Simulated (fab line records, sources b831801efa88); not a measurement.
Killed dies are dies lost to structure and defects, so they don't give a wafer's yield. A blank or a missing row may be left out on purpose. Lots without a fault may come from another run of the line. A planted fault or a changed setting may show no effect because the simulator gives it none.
A struck lot beside a sound one | flow sky130 | 19 steps out of a route of 708
Sound: wafers L119.4, L119.5, L119.6. Struck: wafers L133.3, L133.4, L133.5. The cause comes at the end.
At each step with rows: each side's tool, then ch and its chambers, then its first start. Under that, the readings that differ: sound wafers | struck wafers | difference of the means | sigmas: that difference in standard deviations of wafers without a fault.
alike: readings whose means differ by less than 2 such deviations, and words and numbers that are the same on both sides. not compared: withheld readings, readings that some wafer has no value for, bounds like >300 that may hide the same value, and numbers for which the record gives no deviation and whose values overlap.
The two part at a step that has a row with sigmas, a row that says differs or no value, or rows on one side only. Numbers that don't overlap but have no deviation are shown without sigmas and don't part them. A reading that every wafer of one side lacks parts them only if that side has two wafers or more.

first, 1 step without rows for these wafers: SKY_LDD_HVP_IMPLANT_08.
SKY_LDD_HVP_STRIP_09: strips in O2/N2.
  sound on plasma_asher-02 ch 0,1, day 22 08:55; struck on plasma_asher-02 ch 0,1, day 27 00:07
  alike: drypump_motor_current_A, n2_flow_sccm, oes_product_au, strip_time_to_endpoint_s
  not compared: rf_hours_counter_h
SKY_LDD_HVP_TW_MEAS_10:
  sound on film_metro-01, day 22 09:01; struck on film_metro-04, day 27 00:13
  alike: LDD_HVP_TW
then, 7 steps without rows for these wafers: SKY_LDD_LDN_DEHYDRATE_00 (time 60 s); SKY_LDD_LDN_HMDS_01 (prime time 60 s); SKY_LDD_LDN_COAT_02 (resist thk 1140 nm); SKY_LDD_LDN_SOFTBAKE_03 (time 60 s); SKY_LDD_LDN_EXPOSE_04 (exposes mask LDNTM, target cd 700 nm); SKY_LDD_LDN_PEB_05; SKY_LDD_LDN_DEVELOP_06 (develop time 60 s).
SKY_LDD_LDN_OVL_MEAS_07:
  sound on overlay-02, day 23 15:26; struck on overlay-02, day 28 04:50
  alike: LDD_LDN_OVL
then, 1 step without rows for these wafers: SKY_LDD_LDN_IMPLANT_08.
SKY_LDD_LDN_IMPLANT_09:
  sound on implanter-03 ch 0, day 23 15:41; struck on implanter-03 ch 0, day 28 05:03
  reading            | sound                            | struck                        | difference | sigmas
  dose_ions_cm2      | 1.2495e+13 1.2508e+13 1.2504e+13 | 2.039e+12 2.044e+12 2.036e+12 | -1.046e+13 | -99 or more
  faraday_current_uA | 68.9 67.6 71.2                   | 11.4 11.6 11.5                | -57.7      | -41
then, 2 steps without rows for these wafers: SKY_LDD_LDN_IMPLANT_10; SKY_LDD_LDN_IMPLANT_11.
SKY_LDD_LDN_STRIP_12: strips in O2/N2.
  sound on plasma_asher-04 ch 0,1, day 23 16:05; struck on plasma_asher-03 ch 0,1, day 28 05:29
  alike: drypump_motor_current_A, n2_flow_sccm, oes_product_au, strip_time_to_endpoint_s
  not compared: rf_hours_counter_h
SKY_LDD_LDN_TW_MEAS_13:
  sound on film_metro-03, day 23 16:11; struck on film_metro-02, day 28 05:34
  reading    | sound          | struck         | difference | sigmas
  LDD_LDN_TW | 1506 1507 1510 | 1370 1375 1370 | -136       | -7
then, 1 step without rows for these wafers: SKY_LDD_LDN_CLEAN_14 (cleans in SC1/SC2, time 150 s).
-- the record jumps here: 21 days lie between the struck wafers' starts before and after (it left off in module LDD_LDN and takes up again in module PAD_OPEN, whose first step shown is number 708 of the route) --
SKY_PAD_OPEN_PROBE_99:
  sound on prober-02, day 46 07:31; struck on prober-01, day 49 07:31
  reading                         | sound          | struck         | difference | sigmas
  model.etest.tip_sonos.rs_ohm_sq | 2628 2559 2622 | 3110 3120 3133 | +518       |
  alike: killed_at_M0_to_M3, killed_at_M4_up, killed_at_contacts, killed_at_front_end, killed_at_other, killed_dies, killed_open, killed_short

WHERE THEY PART
First at SKY_LDD_LDN_IMPLANT_09; last, within this record, at SKY_LDD_LDN_TW_MEAS_13. Later steps at which nothing parts them and some readings are alike: SKY_PAD_OPEN_PROBE_99.

WHY: what the simulator had put in
Process parameter drift: implanter-03, from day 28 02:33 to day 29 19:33, at SKY_LDD_LDN_IMPLANT_09. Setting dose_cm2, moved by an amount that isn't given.
